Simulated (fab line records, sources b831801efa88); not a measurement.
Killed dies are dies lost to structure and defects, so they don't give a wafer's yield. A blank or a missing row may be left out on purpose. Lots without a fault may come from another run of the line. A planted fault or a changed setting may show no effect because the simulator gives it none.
Which tool did it? | flow sky130 | 13 lots, 39 wafers sampled, at 2 steps of a route of 708

WHAT THE GAUGES READ, wafer by wafer
SKY_SONOS_TUNNEL_CD_MEAS_07: target cd 410 nm. Usual: cd_nm 409.9 nm, standard deviation 2.5.
lot  | measured     | on        | cd_nm (nm)        | flag
L507 | day 11 11:18 | cd_sem-01 | 409.7 410.7 412.3 |
L508 | day 11 15:38 | cd_sem-02 | 409.8 408.8 410.6 |
L509 | day 12 00:13 | cd_sem-01 | 411.7 409.7 409.9 |
L510 | day 12 03:26 | cd_sem-01 | 409.6 407.9 407.3 |
L512 | day 13 00:49 | cd_sem-01 | 413.3 411.8 411.0 |
L514 | day 13 13:34 | cd_sem-01 | 406.5 407.8 407.8 |
L515 | day 13 19:04 | cd_sem-01 | 414.3 413.9 414.7 |
L516 | day 14 05:06 | cd_sem-01 | 412.6 410.9 410.5 |
L517 | day 14 10:37 | cd_sem-02 | 408.0 410.9 407.9 |
L520 | day 15 12:07 | cd_sem-01 | 406.6 405.9 405.4 |
L522 | day 16 01:04 | cd_sem-01 | 410.4 410.0 407.8 |
L527 | day 17 17:16 | cd_sem-02 | 411.4 410.7 412.8 |
L530 | day 18 19:38 | cd_sem-01 | 410.7 411.8 410.7 |

SKY_POLY_GATE_THK_MEAS_04. Usual: POLY_GATE_CVD_03_THK 74.9 nm, standard deviation 0.82.
lot  | measured     | on            | POLY_GATE_CVD_03_THK (nm) | flag
L507 | day 15 13:43 | film_metro-02 | 76.1 76.4 76.0            |
L508 | day 15 19:07 | film_metro-02 | 74.3 73.7 73.6            |
L509 | day 16 01:05 | film_metro-04 | 74.4 74.5 74.4            |
L510 | day 16 02:26 | film_metro-02 | 76.3 75.4 75.7            |
L512 | day 17 03:05 | film_metro-03 | 74.8 76.1 75.5            |
L514 | day 17 14:50 | film_metro-02 | 75.4 74.8 75.6            |
L515 | day 17 18:21 | film_metro-04 | 74.2 74.2 73.8            |
L516 | day 18 09:12 | film_metro-02 | 75.2 75.1 75.2            |
L517 | day 18 12:53 | film_metro-03 | 74.3 74.9 75.0            |
L520 | day 20 00:56 | film_metro-02 | 74.2 74.0 75.0            |
L522 | day 20 17:58 | film_metro-02 | 74.4 74.8 74.4            |
L527 | day 22 08:58 | film_metro-02 | 74.5 75.4 75.3            |
L530 | day 23 10:16 | film_metro-04 | 76.0 75.5 75.0            |

WHICH TOOL RAN EACH LOT (tool, then ch and the chambers of the sampled wafers, then the start)
The record holds no process step before these readings.

WHAT THE TOOLS THEMSELVES READ (means of the sampled wafers that have a number; where no wafer has one, the mark that the record gives instead)
The record holds no such reading with a usual standard deviation.

THE ANSWER, worked out from the rows above alone
Rule: a lot is off if the mean of its wafers that have a number lies more than 3 standard deviations from the usual mean. A lot without any number at a reading at which 4 lots or more have one is off too. The other lots that the step has rows for count as sound. The gauges are gone through in route order, then the tools' own readings, and for those a lot's mean is taken as printed above. The first step at which some lot is off is used, and at that step the reading that is off furthest; a lot without a number counts as furthest.
No lot is off at any reading shown: from this, nothing can be told.

WHAT THE SIMULATOR HAD PUT IN
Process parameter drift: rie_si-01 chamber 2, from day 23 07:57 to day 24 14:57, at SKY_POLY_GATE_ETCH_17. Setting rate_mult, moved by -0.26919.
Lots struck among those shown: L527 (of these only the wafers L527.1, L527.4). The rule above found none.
